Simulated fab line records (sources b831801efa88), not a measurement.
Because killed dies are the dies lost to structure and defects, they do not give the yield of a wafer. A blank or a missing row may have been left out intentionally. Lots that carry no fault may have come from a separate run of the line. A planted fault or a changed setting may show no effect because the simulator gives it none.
Chamber matching | flow sky130 | SKY_VIA3_ETCH_15 on rie_diel-01: 4 sister chambers
The step etches SiO2 in C4F8/O2/Ar, stops on TiN, target depth 507 nm, time 78 s. 4 wafers are shown with their chamber, then 8 later ones without.

## EACH WAFER AND ITS CHAMBER
wafer  | chamber | oes_product_au (a.u.)
L086.4 | 3       | 0.937
L089.4 | 2       | 0.937
L089.6 | 0       | 0.947
L091.2 | 1       | 0.936

## WAFERS WHOSE CHAMBER IS MISSING
wafer  | oes_product_au (a.u.)
L091.3 | 0.937
L091.5 | 0.942
L094.2 | 0.939
L094.3 | 0.932
L094.6 | 0.935
L095.1 | 0.934
L095.4 | 0.936
L095.5 | 0.942

## WHICH CHAMBER EACH ONE RAN IN
wafer  | from the rows above               | in truth
L091.3 | can't be placed: 2 or 3 or 1      | 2
L091.5 | can't be placed: 2 or 3 or 0 or 1 | 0
L094.2 | can't be placed: 2 or 3 or 1 or 0 | 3
L094.3 | can't be placed: 1 or 2 or 3      | 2
L094.6 | can't be placed: 1 or 2 or 3      | 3
L095.1 | can't be placed: 1 or 2 or 3      | 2
L095.4 | can't be placed: 1 or 2 or 3      | 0
L095.5 | can't be placed: 2 or 3 or 0 or 1 | 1
Correctly placed: 0 of 8. From these rows, 8 cannot be placed; in 7 the true chamber is one of the candidates. Placed wrongly: 0.
How it was worked out, from the rows above alone: a wafer's distance from a chamber is the root of the sum, over the readings, of the square of ((its reading less the chamber's mean) divided by the reading's scatter). If the next closest chamber is less than 2 further off than the closest, the wafer can't be placed; otherwise it belongs to the closest. Each chamber's mean is taken over the wafers shown for it. The scatter: with one shown wafer a chamber, the root of the mean of the squares of how far each hidden wafer lies from its nearest shown one.
